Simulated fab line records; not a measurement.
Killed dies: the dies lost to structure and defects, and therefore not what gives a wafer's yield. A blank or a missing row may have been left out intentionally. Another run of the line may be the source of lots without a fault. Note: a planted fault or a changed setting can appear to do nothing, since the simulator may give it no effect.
fab line records ; flow sfq-line ; part 1 of 2: steps 1 to 23 of 32
record lots=5; wafers=15; last-day=85
route steps=325 shown I3@146 M4@148 I4@163 JJ@178
lots that met no fault: from a run of the same line without faults
start-h: hours from the record's opening day to when the first of the lot's shown wafers began ; wait-h: how many hours have passed since the lot's step before this one ; " unchanged from the row above ; L1.1+2: a row that stands for several wafers ; - value missing, or start not given ; * or withheld: withheld ; < > ~ a bound
route shown NAME@n: names a module that has steps shown in the file, with the first one's number in the route ; usual: mean and standard deviation over wafers with no fault ; same: alike in all rows ; chamber/n: place in a boat ; sites: readings site by site ; _std_site: standard deviation of those values ; _edge_site: inner sites' mean taken away from outer sites' mean ; radius-mm: for every site, how far away it sits from the centre of the wafer ; mask NAME#n: copy n ; behind: tool/chamber where the wafer was last shaped ; hold: reason for holding the lot/hours on hold/outcome of the hold ; device: whichever transistor did not switch (one of n, p or np) ; end of line: the same wafers' tests at the end of the route ; a step given without rows: its recipe and nothing more ; killed: at the first sort, the dies lost to defects and structure; wafer yield is something else ; map: dies across one wafer; x = killed, . = not, _ = none there
set.NAME: the setting as run; set.NAME@STEP: as run at that earlier step ; model.NAME: the simulator's own value behind a step, which no gauge read
lots at some steps of the route; a table a step, a row a wafer
services: a tool's chamber out of use, with start hour (start-h, from the record's first day; less than 0 if before it), hours out, and reason
## steps
# step SFQ_TRILAYER_I3_VIA_STRIP_STRIP_089
# recipe gas=O2; power-w=200; platen-temp-c=40; overash-fraction=0.65; chemistry=O2; pressure-mtorr=50
# usual chamber-pressure-mTorr=50.00/0.05; drypump-motor-current-A=5.79/0.24; oes-product-au=1.002/0.0069
lot.wafer;tool;chamber;start-h;wait-h;chamber-pressure-mTorr;drypump-motor-current-A;oes-product-au;rf-hours-counter-h
L074.1;rie-metal-01;0;890.14;-;49.93;5.67;1.008;54
L074.3;rie-metal-01;1;890.14;-;50.03;5.98;0.992;-
L074.6;rie-metal-01;1;890.14;-;49.97;5.98;1.006;-
L079.1;rie-metal-01;1;951.71;-;49.97;5.94;1.000;4
L079.3;rie-metal-01;1;951.71;-;49.99;5.96;0.997;-
L079.5;rie-metal-01;1;951.71;-;50.01;5.97;1.005;-
L088.1;rie-metal-04;0;1126.09;-;49.99;5.84;0.982;95
L088.5;rie-metal-04;0;1126.09;-;49.96;5.87;1.003;-
L088.6;rie-metal-04;1;1126.09;-;49.94;5.36;1.000;-
L091.1;rie-metal-03;0;1256.21;-;50.00;5.59;0.996;15
L091.3;rie-metal-03;1;1256.21;-;49.87;6.07;0.999;-
L091.5;rie-metal-03;1;1256.21;-;50.03;6.08;1.000;-
L095.4;rie-metal-03;0;1302.96;-;50.01;5.58;1.007;-
L095.5;rie-metal-03;0;1302.96;-;50.03;5.59;1.005;-
L095.6;rie-metal-03;0;1302.96;-;49.95;5.60;0.993;-
# step SFQ_TRILAYER_I3_VIA_STRIP_SOLV_CLEAN_090
# recipe chemistry=NMP; temp-c=70; time-s=600
lot.wafer;tool;chamber;start-h;wait-h
L074.1+3+6;wet-bench-01;0,2,3;890.74;0.4
L079.1+3+5;wet-bench-01;2,4,3;953.31;1.3
L088.1+5+6;wet-bench-04;7,6,3;1126.69;0.4
L091.1+3+5;wet-bench-04;3,1,2;1256.81;0.4
L095.4+5+6;wet-bench-03;1,5,7;1303.56;0.4
# step SFQ_TRILAYER_M4_DEP_PRE_CLEAN_092
# recipe gas=Ar; time-s=22.5; bias-v=250
# usual bias-v=249.7/2.3
lot.wafer;tool;chamber;start-h;wait-h;bias-v
L074.1;pvd-sputter-04;-;890.91;0.0;250.3
L074.3;pvd-sputter-04;-;890.91;0.0;247.3
L074.6;pvd-sputter-04;-;890.91;0.0;250.5
L079.1;pvd-sputter-06;-;953.49;0.0;250.3
L079.3;pvd-sputter-06;-;953.49;0.0;252.6
L079.5;pvd-sputter-06;-;953.49;0.0;246.4
L088.1;pvd-sputter-04;-;1126.87;0.0;250.8
L088.5;pvd-sputter-04;-;1126.87;0.0;245.9
L088.6;pvd-sputter-04;-;1126.87;0.0;248.5
L091.1;pvd-sputter-04;-;1256.98;0.0;247.8
L091.3;pvd-sputter-04;-;1256.98;0.0;246.3
L091.5;pvd-sputter-04;-;1256.98;0.0;250.0
L095.4;pvd-sputter-06;-;1303.73;0.0;246.5
L095.5;pvd-sputter-06;-;1303.73;0.0;252.6
L095.6;pvd-sputter-06;-;1303.73;0.0;248.4
# step SFQ_TRILAYER_M4_DEP_SPUTTER_091
# recipe material=Nb; base-pressure-pa=1.33e-06; chamber-pressure-pa=0.1333; substrate-temp-c=20; resputter-cathode-voltage-v=400; target-thk-nm=200; power-w=2000; time-s=133.3
# usual resputter-cathode-voltage-v=400/3.6; throttle-valve-pct=29.7/0.64
lot.wafer;tool;chamber;start-h;wait-h;resputter-cathode-voltage-v;throttle-valve-pct
L074.1;pvd-sputter-04;-;890.95;0.0;396;29.7
L074.3;pvd-sputter-04;-;890.95;0.0;398;30.2
L074.6;pvd-sputter-04;-;890.95;0.0;399;29.8
L079.1;pvd-sputter-06;-;953.52;0.0;399;29.8
L079.3;pvd-sputter-06;-;953.52;0.0;400;29.6
L079.5;pvd-sputter-06;-;953.52;0.0;405;29.6
L088.1;pvd-sputter-04;-;1126.90;0.0;399;30.2
L088.5;pvd-sputter-04;-;1126.90;0.0;399;28.7
L088.6;pvd-sputter-04;-;1126.90;0.0;405;29.5
L091.1;pvd-sputter-04;-;1257.01;0.0;403;30.3
L091.3;pvd-sputter-04;-;1257.01;0.0;398;28.8
L091.5;pvd-sputter-04;-;1257.01;0.0;397;29.7
L095.4;pvd-sputter-06;-;1303.76;0.0;403;29.9
L095.5;pvd-sputter-06;-;1303.76;0.0;403;29.1
L095.6;pvd-sputter-06;-;1303.76;0.0;401;29.6
# step SFQ_M4_RS_MEAS_924
# recipe thk-meas-gauge=four-point-probe; reads=Nb_of_TRILAYER_M4_DEP_SPUTTER_091
# usual M4_NB_RS=0.889/0.01
lot.wafer;tool;chamber;start-h;wait-h;M4_NB_RS[ohm/sq]
L074.1;film-metro-03;-;891.05;0.1;0.884
L074.3;film-metro-03;-;891.05;0.1;0.898
L074.6;film-metro-03;-;891.05;0.1;0.889
L079.1;film-metro-04;-;953.61;0.0;0.890
L079.3;film-metro-04;-;953.61;0.0;0.893
L079.5;film-metro-04;-;953.61;0.0;0.894
L088.1;film-metro-02;-;1126.99;0.0;0.877
L088.5;film-metro-02;-;1126.99;0.0;0.874
L088.6;film-metro-02;-;1126.99;0.0;0.887
L091.1;film-metro-04;-;1257.10;0.0;0.887
L091.3;film-metro-04;-;1257.10;0.0;0.884
L091.5;film-metro-04;-;1257.10;0.0;0.898
L095.4;film-metro-04;-;1303.91;0.1;0.891
L095.5;film-metro-04;-;1303.91;0.1;0.875
L095.6;film-metro-04;-;1303.91;0.1;0.891
# step SFQ_TRILAYER_M4_LITHO_COAT_098
# recipe resist=BARC; spin-rpm=3000; resist-thk-nm=62
# usual chill-plate-temp-C=23.02/0.11
lot.wafer;tool;chamber;start-h;wait-h;chill-plate-temp-C
L074.1;litho-track-01;0;891.23;0.1;22.95
L074.3;litho-track-01;0;891.23;0.1;23.30
L074.6;litho-track-01;0;891.23;0.1;23.17
L079.1;litho-track-01;0;953.79;0.1;22.97
L079.3;litho-track-01;0;953.79;0.1;23.01
L079.5;litho-track-01;0;953.79;0.1;22.91
L088.1;litho-track-01;0;1127.17;0.1;23.07
L088.5;litho-track-01;0;1127.17;0.1;23.18
L088.6;litho-track-01;0;1127.17;0.1;23.05
L091.1;litho-track-02;0;1257.28;0.1;22.89
L091.3;litho-track-02;0;1257.28;0.1;22.95
L091.5;litho-track-02;0;1257.28;0.1;22.95
L095.4;litho-track-02;0;1304.18;0.2;23.06
L095.5;litho-track-02;0;1304.18;0.2;23.11
L095.6;litho-track-02;0;1304.18;0.2;22.96
# step SFQ_TRILAYER_M4_LITHO_COAT_093
# recipe resist=KrF; spin-rpm=3000; resist-thk-nm=600
# usual chill-plate-temp-C=23.00/0.1
lot.wafer;tool;chamber;start-h;wait-h;chill-plate-temp-C
L074.1;litho-track-01;0;891.53;0.2;23.05
L074.3;litho-track-01;0;891.53;0.2;23.07
L074.6;litho-track-01;0;891.53;0.2;22.99
L079.1;litho-track-01;0;954.09;0.2;22.81
L079.3;litho-track-01;0;954.09;0.2;22.94
L079.5;litho-track-01;0;954.09;0.2;23.10
L088.1;litho-track-01;0;1127.47;0.2;22.95
L088.5;litho-track-01;0;1127.47;0.2;23.02
L088.6;litho-track-01;0;1127.47;0.2;22.94
L091.1;litho-track-02;0;1257.58;0.2;22.85
L091.3;litho-track-02;0;1257.58;0.2;22.91
L091.5;litho-track-02;0;1257.58;0.2;22.83
L095.4;litho-track-02;0;1304.48;0.2;22.96
L095.5;litho-track-02;0;1304.48;0.2;22.92
L095.6;litho-track-02;0;1304.48;0.2;23.09
# step SFQ_TRILAYER_M4_LITHO_SOFTBAKE_097
# recipe temp-c=withheld; time-s=withheld; resist=KrF
# usual chill-plate-temp-C=*
lot.wafer;tool;chamber;start-h;wait-h;chill-plate-temp-C
L074.1;litho-track-01;0;891.83;0.2;*
L074.3;litho-track-01;0;891.83;0.2;*
L074.6;litho-track-01;0;891.83;0.2;*
L079.1;litho-track-01;0;954.39;0.2;*
L079.3;litho-track-01;0;954.39;0.2;*
L079.5;litho-track-01;0;954.39;0.2;*
L088.1;litho-track-01;0;1127.77;0.2;*
L088.5;litho-track-01;0;1127.77;0.2;*
L088.6;litho-track-01;0;1127.77;0.2;*
L091.1;litho-track-02;0;1257.88;0.2;*
L091.3;litho-track-02;0;1257.88;0.2;*
L091.5;litho-track-02;0;1257.88;0.2;*
L095.4;litho-track-02;0;1304.71;0.2;*
L095.5;litho-track-02;0;1304.71;0.2;*
L095.6;litho-track-02;0;1304.71;0.2;*
# step SFQ_TRILAYER_M4_LITHO_EXPOSE_094
# recipe mask-id=M4; na=0.6; source-shape=conventional; sigma-outer=0.65; target-cd-nm=500; dose-mj=14.4
# usual exposure-dose-mJ-cm2=14.403/0.013
lot.wafer;tool;chamber;start-h;wait-h;mask;exposure-dose-mJ-cm2
L074.1;krf-scanner-02;0;1013.65;-;M4#0;14.413
L074.3;krf-scanner-02;0;1013.65;-;M4#0;14.384
L074.6;krf-scanner-02;0;1013.65;-;M4#0;14.379
L079.1;krf-scanner-02;0;1039.60;-;M4#0;14.398
L079.3;krf-scanner-02;0;1039.60;-;M4#0;14.391
L079.5;krf-scanner-02;0;1039.60;-;M4#0;14.398
L088.1;krf-scanner-01;0;1236.65;-;M4#0;14.391
L088.5;krf-scanner-01;0;1236.65;-;M4#0;14.401
L088.6;krf-scanner-01;0;1236.65;-;M4#0;14.382
L091.1;krf-scanner-01;0;1258.52;-;M4#0;14.405
L091.3;krf-scanner-01;0;1258.52;-;M4#0;14.400
L091.5;krf-scanner-01;0;1258.52;-;M4#0;14.429
L095.4;krf-scanner-02;0;1426.37;-;M4#0;14.391
L095.5;krf-scanner-02;0;1426.37;-;M4#0;14.426
L095.6;krf-scanner-02;0;1426.37;-;M4#0;14.415
# step SFQ_TRILAYER_M4_LITHO_PEB_096
# recipe peb-temp-c=115; peb-time-s=60; resist=KrF
# usual chill-plate-temp-C=23.00/0.098
lot.wafer;tool;chamber;start-h;wait-h;chill-plate-temp-C
L074.1;litho-track-01;0;1014.85;1.0;22.95
L074.3;litho-track-01;0;1014.85;1.0;22.89
L074.6;litho-track-01;0;1014.85;1.0;23.00
L079.1;litho-track-01;0;1040.80;1.0;22.92
L079.3;litho-track-01;0;1040.80;1.0;22.84
L079.5;litho-track-01;0;1040.80;1.0;22.93
L088.1;litho-track-04;0;1237.85;1.0;22.88
L088.5;litho-track-04;0;1237.85;1.0;22.93
L088.6;litho-track-04;0;1237.85;1.0;23.04
L091.1;litho-track-01;0;1259.72;1.0;22.88
L091.3;litho-track-01;0;1259.72;1.0;23.03
L091.5;litho-track-01;0;1259.72;1.0;22.92
L095.4;litho-track-02;0;1427.05;0.5;23.28
L095.5;litho-track-02;0;1427.05;0.5;23.08
L095.6;litho-track-02;0;1427.05;0.5;23.11
# step SFQ_TRILAYER_M4_LITHO_DEVELOP_095
# recipe time-s=60; resist=KrF
# usual chill-plate-temp-C=22.97/0.089
lot.wafer;tool;chamber;start-h;wait-h;chill-plate-temp-C
L074.1;litho-track-01;0;1015.00;0.1;22.84
L074.3;litho-track-01;0;1015.00;0.1;22.92
L074.6;litho-track-01;0;1015.00;0.1;22.95
L079.1;litho-track-01;0;1040.95;0.1;23.09
L079.3;litho-track-01;0;1040.95;0.1;23.05
L079.5;litho-track-01;0;1040.95;0.1;23.01
L088.1;litho-track-04;0;1238.00;0.1;23.10
L088.5;litho-track-04;0;1238.00;0.1;23.05
L088.6;litho-track-04;0;1238.00;0.1;23.04
L091.1;litho-track-01;0;1259.87;0.1;22.92
L091.3;litho-track-01;0;1259.87;0.1;22.87
L091.5;litho-track-01;0;1259.87;0.1;23.04
L095.4;litho-track-02;0;1427.20;0.1;22.94
L095.5;litho-track-02;0;1427.20;0.1;22.87
L095.6;litho-track-02;0;1427.20;0.1;23.01
# step SFQ_M4_OVL_MEAS_926
# usual M4_OVL=-2/5.4
lot.wafer;tool;chamber;start-h;wait-h;M4_OVL[nm]
L074.1;overlay-02;-;1015.15;0.1;1
L074.3;overlay-02;-;1015.15;0.1;-1
L074.6;overlay-02;-;1015.15;0.1;1
L079.1;overlay-01;-;1041.10;0.1;5
L079.3;overlay-01;-;1041.10;0.1;4
L079.5;overlay-01;-;1041.10;0.1;1
L088.1;overlay-01;-;1238.15;0.1;10
L088.5;overlay-01;-;1238.15;0.1;8
L088.6;overlay-01;-;1238.15;0.1;8
L091.1;overlay-01;-;1260.02;0.1;5
L091.3;overlay-01;-;1260.02;0.1;4
L091.5;overlay-01;-;1260.02;0.1;11
L095.4;overlay-01;-;1427.29;0.1;-1
L095.5;overlay-01;-;1427.29;0.1;-2
L095.6;overlay-01;-;1427.29;0.1;-3
# step SFQ_TRILAYER_M4_BARC_OPEN_METAL_ETCH_123
# recipe mask-material=PR; chemistry=O2; target-depth-nm=125; target=BARC; icp-w=600; bias-w=80; pressure-mtorr=10; time-s=41.7
# usual chamber-pressure-mTorr=9.998/0.0091; drypump-motor-current-A=5.86/0.28; oes-product-au=0.685/0.0046
lot.wafer;tool;chamber;start-h;wait-h;chamber-pressure-mTorr;drypump-motor-current-A;oes-product-au;rf-hours-counter-h
L074.1;rie-metal-03;1;1015.19;0.0;9.995;6.06;0.674;101
L074.3;rie-metal-03;1;1015.19;0.0;9.993;6.10;0.686;-
L074.6;rie-metal-03;1;1015.19;0.0;9.973;6.10;0.689;-
L079.1;rie-metal-03;0;1041.14;0.0;10.001;5.55;0.684;124
L079.3;rie-metal-03;0;1041.14;0.0;9.992;5.61;0.685;-
L079.5;rie-metal-03;1;1041.14;0.0;9.992;6.09;0.678;-
L088.1;rie-metal-01;0;1238.19;0.0;10.009;5.67;0.679;81
L088.5;rie-metal-01;0;1238.19;0.0;9.989;5.66;0.688;-
L088.6;rie-metal-01;1;1238.19;0.0;10.001;5.95;0.683;-
L091.1;rie-metal-02;0;1260.06;0.0;10.001;5.57;0.691;124
L091.3;rie-metal-02;0;1260.06;0.0;9.989;5.58;0.684;-
L091.5;rie-metal-02;1;1260.06;0.0;10.002;6.50;0.692;-
L095.4;rie-metal-01;1;1427.33;0.0;10.001;5.97;0.684;-
L095.5;rie-metal-01;1;1427.33;0.0;10.000;5.96;0.678;-
L095.6;rie-metal-01;0;1427.33;0.0;9.999;5.68;0.692;-
# step SFQ_TRILAYER_M4_ETCH_METAL_ETCH_096
# recipe target=Nb; stop-on=SiO2; mask-material=PR; chemistry=Cl2/Ar; target-depth-nm=240; icp-w=600; bias-w=80; pressure-mtorr=10; time-s=120
# usual chamber-pressure-mTorr=9.999/0.0091; drypump-motor-current-A=5.86/0.27; oes-product-au=0.894/0.007
lot.wafer;tool;chamber;start-h;wait-h;chamber-pressure-mTorr;drypump-motor-current-A;oes-product-au;rf-hours-counter-h
L074.1;rie-metal-03;1;1015.35;0.1;9.998;6.13;0.900;101
L074.3;rie-metal-03;1;1015.35;0.1;10.014;6.11;0.887;-
L074.6;rie-metal-03;1;1015.35;0.1;9.995;6.11;0.887;-
L079.1;rie-metal-03;0;1041.20;0.0;9.998;5.54;0.894;124
L079.3;rie-metal-03;0;1041.20;0.0;10.000;5.56;0.898;-
L079.5;rie-metal-03;1;1041.20;0.0;9.999;6.13;0.890;-
L088.1;rie-metal-01;0;1238.25;0.0;10.006;5.70;0.894;81
L088.5;rie-metal-01;0;1238.25;0.0;10.008;5.67;0.899;-
L088.6;rie-metal-01;1;1238.25;0.0;9.987;5.97;0.891;-
L091.1;rie-metal-02;0;1260.12;0.0;10.010;5.58;0.894;124
L091.3;rie-metal-02;0;1260.12;0.0;9.999;5.58;0.902;-
L091.5;rie-metal-02;1;1260.12;0.0;10.003;6.48;0.895;-
L095.4;rie-metal-01;1;1427.41;0.1;10.007;5.98;0.891;-
L095.5;rie-metal-01;1;1427.41;0.1;9.996;5.96;0.901;-
L095.6;rie-metal-01;0;1427.41;0.1;10.005;5.67;0.899;-
# step SFQ_TRILAYER_M4_STRIP_STRIP_097
# recipe gas=O2; power-w=200; platen-temp-c=40; overash-fraction=0.65; chemistry=O2; pressure-mtorr=50
# usual chamber-pressure-mTorr=50.01/0.042; drypump-motor-current-A=5.87/0.28; oes-product-au=1.002/0.0077
lot.wafer;tool;chamber;start-h;wait-h;chamber-pressure-mTorr;drypump-motor-current-A;oes-product-au;rf-hours-counter-h
L074.1;rie-metal-03;1;1015.68;0.3;50.01;6.13;0.999;102
L074.3;rie-metal-03;1;1015.68;0.3;50.02;6.13;0.990;-
L074.6;rie-metal-03;1;1015.68;0.3;49.95;6.15;0.993;-
L079.1;rie-metal-03;0;1041.32;0.1;50.02;5.56;1.020;125
L079.3;rie-metal-03;0;1041.32;0.1;49.97;5.57;1.013;-
L079.5;rie-metal-03;1;1041.32;0.1;49.99;6.09;1.003;-
L088.1;rie-metal-01;0;1238.37;0.1;49.93;5.65;1.000;81
L088.5;rie-metal-01;0;1238.37;0.1;50.02;5.64;1.014;-
L088.6;rie-metal-01;1;1238.37;0.1;50.03;5.96;0.998;-
L091.1;rie-metal-02;0;1260.24;0.1;50.06;5.59;0.996;124
L091.3;rie-metal-02;0;1260.24;0.1;50.00;5.60;0.995;-
L091.5;rie-metal-02;1;1260.24;0.1;50.02;6.51;1.008;-
L095.4;rie-metal-01;1;1427.69;0.2;50.00;5.97;1.007;-
L095.5;rie-metal-01;1;1427.69;0.2;50.01;5.95;1.007;-
L095.6;rie-metal-01;0;1427.69;0.2;50.00;5.65;0.999;-
# step SFQ_TRILAYER_M4_STRIP_SOLV_CLEAN_098
# recipe chemistry=NMP; temp-c=70; time-s=600
lot.wafer;tool;chamber;start-h;wait-h
L074.1+3+6;wet-bench-02;1,2,0;1017.28;1.3
L079.1+3+5;wet-bench-01;0,1,3;1041.92;0.4
L088.1+5+6;wet-bench-01;0,1,5;1238.97;0.4
L091.1+3+5;wet-bench-01;3,7,0;1260.84;0.4
L095.4+5+6;wet-bench-01;4,1,6;1428.09;0.2
# step SFQ_TRILAYER_I4_DEP_PECVD_099
# recipe material=SiO2; temp-c=150; time-s=111.11; pressure-torr=2.4; rf-w=183.3; precursor=SiH4/N2O; target-thk-nm=500
# usual chamber-pressure-Torr=2.400/0.0051; heater-power-w=81/21; throttle-valve-pct=25.1/0.91
lot.wafer;tool;chamber;start-h;wait-h;chamber-pressure-Torr;heater-power-w;throttle-valve-pct
L074.1;pecvd-03;0;1017.45;0.0;2.404;71;25.1
L074.3;pecvd-03;1;1017.45;0.0;2.405;86;25.4
L074.6;pecvd-03;2;1017.45;0.0;2.402;92;24.3
L079.1;pecvd-03;1;1042.11;0.0;2.403;90;25.0
L079.3;pecvd-03;2;1042.11;0.0;2.410;88;24.2
L079.5;pecvd-03;0;1042.11;0.0;2.412;64;25.1
L088.1;pecvd-02;1;1239.15;0.0;2.393;97;25.3
L088.5;pecvd-02;0;1239.15;0.0;2.400;105;23.7
L088.6;pecvd-02;1;1239.15;0.0;2.385;103;25.4
L091.1;pecvd-04;2;1261.02;0.0;2.402;75;25.4
L091.3;pecvd-04;0;1261.02;0.0;2.405;87;24.4
L091.5;pecvd-04;0;1261.02;0.0;2.398;88;24.7
L095.4;pecvd-03;0;1428.31;0.0;2.407;68;24.1
L095.5;pecvd-03;1;1428.31;0.0;2.401;89;23.8
L095.6;pecvd-03;2;1428.31;0.0;2.387;87;22.9
# step SFQ_TRILAYER_I4_CMP_CMP_100
# recipe material=SiO2; down-force-psi=3; platen-rpm=60; pad-velocity-m-s=0.94248
# usual motor-current-A=10.1/1.1; time-to-endpoint-s=211/6.9
lot.wafer;tool;chamber;start-h;wait-h;motor-current-A;time-to-endpoint-s
L074.1;cmp-02;3;1021.59;4.1;8.5;210
L074.3;cmp-02;1;1022.59;5.1;9.5;217
L074.6;cmp-02;2;1022.59;5.1;10.5;219
L079.1;cmp-01;2;1045.73;3.6;11.2;204
L079.3;cmp-01;0;1046.73;4.6;9.3;201
L079.5;cmp-01;2;1047.73;5.5;12.0;221
L088.1;cmp-01;0;1242.30;3.1;9.0;205
L088.5;cmp-01;3;1243.80;4.6;11.0;214
L088.6;cmp-01;0;1243.80;4.6;9.4;206
L091.1;cmp-02;3;1261.60;0.5;8.3;205
L091.3;cmp-02;1;1262.60;1.5;9.7;212
L091.5;cmp-02;2;1262.60;1.5;10.3;215
L095.4;cmp-02;2;1428.35;0.0;10.3;216
L095.5;cmp-02;2;1430.35;2.0;10.8;216
L095.6;cmp-02;3;1430.35;2.0;8.3;200
# step SFQ_I4_BOW_MEAS_927
# recipe mode=bow
# usual I4_BOW=3/8.4
lot.wafer;tool;chamber;start-h;wait-h;I4_BOW[um]
L074.1;film-metro-02;-;1024.09;2.0;-4
L074.3;film-metro-02;-;1024.09;2.0;0
L074.6;film-metro-02;-;1024.09;2.0;4
L079.1;film-metro-03;-;1048.23;2.0;-15
L079.3;film-metro-03;-;1048.23;2.0;-13
L079.5;film-metro-03;-;1048.23;2.0;-4
L088.1;film-metro-01;-;1244.80;2.0;13
L088.5;film-metro-01;-;1244.80;2.0;16
L088.6;film-metro-01;-;1244.80;2.0;-5
L091.1;film-metro-03;-;1264.10;2.0;-5
L091.3;film-metro-03;-;1264.10;2.0;-6
L091.5;film-metro-03;-;1264.10;2.0;11
L095.4;film-metro-02;-;1431.41;2.6;-2
L095.5;film-metro-02;-;1431.41;2.6;-15
L095.6;film-metro-02;-;1431.41;2.6;-14
# step SFQ_TRILAYER_I4_METRO_MEASURE_101
# usual thk-nm=199.5/0.9
lot.wafer;tool;chamber;start-h;wait-h;thk-nm
L074.1;film-metro-02;-;1024.21;0.1;200.1
L074.3;film-metro-02;-;1024.21;0.1;200.1
L074.6;film-metro-02;-;1024.21;0.1;199.8
L079.1;film-metro-03;-;1048.35;0.1;199.2
L079.3;film-metro-03;-;1048.35;0.1;198.7
L079.5;film-metro-03;-;1048.35;0.1;198.7
L088.1;film-metro-01;-;1244.92;0.1;200.9
L088.5;film-metro-01;-;1244.92;0.1;200.0
L088.6;film-metro-01;-;1244.92;0.1;200.2
L091.1;film-metro-03;-;1264.22;0.1;199.3
L091.3;film-metro-03;-;1264.22;0.1;198.4
L091.5;film-metro-03;-;1264.22;0.1;199.2
L095.4;film-metro-02;-;1432.07;0.6;199.8
L095.5;film-metro-02;-;1432.07;0.6;199.0
L095.6;film-metro-02;-;1432.07;0.6;198.1
# step SFQ_TRILAYER_I4_VIA_LITHO_COAT_108
# recipe resist=BARC; spin-rpm=3000; resist-thk-nm=62
# usual chill-plate-temp-C=23.01/0.11
lot.wafer;tool;chamber;start-h;wait-h;chill-plate-temp-C
L074.1;litho-track-01;0;1025.41;1.0;23.09
L074.3;litho-track-01;0;1025.41;1.0;22.91
L074.6;litho-track-01;0;1025.41;1.0;22.88
L079.1;litho-track-02;0;1049.55;1.0;23.03
L079.3;litho-track-02;0;1049.55;1.0;22.99
L079.5;litho-track-02;0;1049.55;1.0;23.05
L088.1;litho-track-02;0;1246.12;1.0;23.01
L088.5;litho-track-02;0;1246.12;1.0;22.95
L088.6;litho-track-02;0;1246.12;1.0;22.85
L091.1;litho-track-01;0;1265.42;1.0;22.92
L091.3;litho-track-01;0;1265.42;1.0;22.94
L091.5;litho-track-01;0;1265.42;1.0;22.96
L095.4;litho-track-03;0;1432.82;0.6;22.91
L095.5;litho-track-03;0;1432.82;0.6;22.97
L095.6;litho-track-03;0;1432.82;0.6;22.91
# step SFQ_TRILAYER_I4_VIA_LITHO_COAT_103
# recipe resist=KrF; spin-rpm=3000; resist-thk-nm=650
# usual chill-plate-temp-C=23.01/0.1
lot.wafer;tool;chamber;start-h;wait-h;chill-plate-temp-C
L074.1;litho-track-01;0;1025.71;0.2;22.86
L074.3;litho-track-01;0;1025.71;0.2;22.93
L074.6;litho-track-01;0;1025.71;0.2;22.90
L079.1;litho-track-02;0;1049.85;0.2;23.06
L079.3;litho-track-02;0;1049.85;0.2;23.03
L079.5;litho-track-02;0;1049.85;0.2;22.93
L088.1;litho-track-02;0;1246.42;0.2;22.89
L088.5;litho-track-02;0;1246.42;0.2;23.07
L088.6;litho-track-02;0;1246.42;0.2;23.03
L091.1;litho-track-01;0;1265.72;0.2;23.07
L091.3;litho-track-01;0;1265.72;0.2;23.08
L091.5;litho-track-01;0;1265.72;0.2;23.01
L095.4;litho-track-03;0;1433.12;0.2;22.99
L095.5;litho-track-03;0;1433.12;0.2;22.98
L095.6;litho-track-03;0;1433.12;0.2;22.89
# step SFQ_TRILAYER_I4_VIA_LITHO_SOFTBAKE_107
# recipe temp-c=withheld; time-s=withheld; resist=KrF
# usual chill-plate-temp-C=*
lot.wafer;tool;chamber;start-h;wait-h;chill-plate-temp-C
L074.1;litho-track-01;0;1026.01;0.2;*
L074.3;litho-track-01;0;1026.01;0.2;*
L074.6;litho-track-01;0;1026.01;0.2;*
L079.1;litho-track-02;0;1050.15;0.2;*
L079.3;litho-track-02;0;1050.15;0.2;*
L079.5;litho-track-02;0;1050.15;0.2;*
L088.1;litho-track-02;0;1246.72;0.2;*
L088.5;litho-track-02;0;1246.72;0.2;*
L088.6;litho-track-02;0;1246.72;0.2;*
L091.1;litho-track-01;0;1266.02;0.2;*
L091.3;litho-track-01;0;1266.02;0.2;*
L091.5;litho-track-01;0;1266.02;0.2;*
L095.4;litho-track-03;0;1433.34;0.2;*
L095.5;litho-track-03;0;1433.34;0.2;*
L095.6;litho-track-03;0;1433.34;0.2;*
